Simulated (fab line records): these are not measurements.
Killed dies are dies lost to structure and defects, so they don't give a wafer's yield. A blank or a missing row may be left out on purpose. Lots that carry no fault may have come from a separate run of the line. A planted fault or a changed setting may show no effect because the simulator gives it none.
Which of the tools did it? / flow gf180mcu / Sampling: 6 lots, 18 wafers, 2 of 602 route steps

## WHAT EACH GAUGE READ, for each wafer
GF_M4_OVL_MEAS_15.
lot=L847; measured=day 24 03:21; on=overlay-02; M4_OVL (nm)=0 7 9
lot=L852; measured=day 25 13:46; on=overlay-01; M4_OVL (nm)=-2 2 3
lot=L854; measured=day 26 08:30; on=overlay-01; M4_OVL (nm)=-6 -10 -10
lot=L856; measured=day 26 23:06; on=overlay-02; M4_OVL (nm)=-3 -8 -6
lot=L865; measured=day 29 12:50; on=overlay-02; M4_OVL (nm)=5 -1 11
lot=L867; measured=day 30 00:34; on=overlay-01; M4_OVL (nm)=-6 1 -7

## EACH LOT AND THE TOOL THAT RAN IT (in order: tool; ch and the chambers of the sampled wafers; start)
lot=L847; GF_M3_SPUTTER_01=pvdSputter-03, day 21 01:41
lot=L852; GF_M3_SPUTTER_01=pvdSputter-03, day 22 15:40
lot=L854; GF_M3_SPUTTER_01=pvdSputter-03, day 23 11:49
lot=L856; GF_M3_SPUTTER_01=pvdSputter-03, day 24 03:31
lot=L865; GF_M3_SPUTTER_01=pvdSputter-02, day 26 22:14
lot=L867; GF_M3_SPUTTER_01=pvdSputter-03, day 27 11:18
- GF_M3_SPUTTER_01: material TiN, target thk 30 nm, time 25 s.

## THE ANSWER, worked out from the rows above alone
Rule: usual is defined by the lots themselves. The widest of any qualifying gaps counts: lots, ordered by their means at a reading, are off when they make up no more than a third of the lots, leave a main group of 4 or more, and stand apart from it by 3 or more times the standard deviation of that group's means. If all means in a main group match to the digits the tables above print for the reading, that group is not used. A lot without any number at a reading at which 4 lots or more have one is off too. Where the step has rows for the other lots, those lots are counted as sound.
No lot is off on any of the readings shown, so nothing can be concluded from this.

## WHAT HAD BEEN PUT IN BY THE SIMULATOR
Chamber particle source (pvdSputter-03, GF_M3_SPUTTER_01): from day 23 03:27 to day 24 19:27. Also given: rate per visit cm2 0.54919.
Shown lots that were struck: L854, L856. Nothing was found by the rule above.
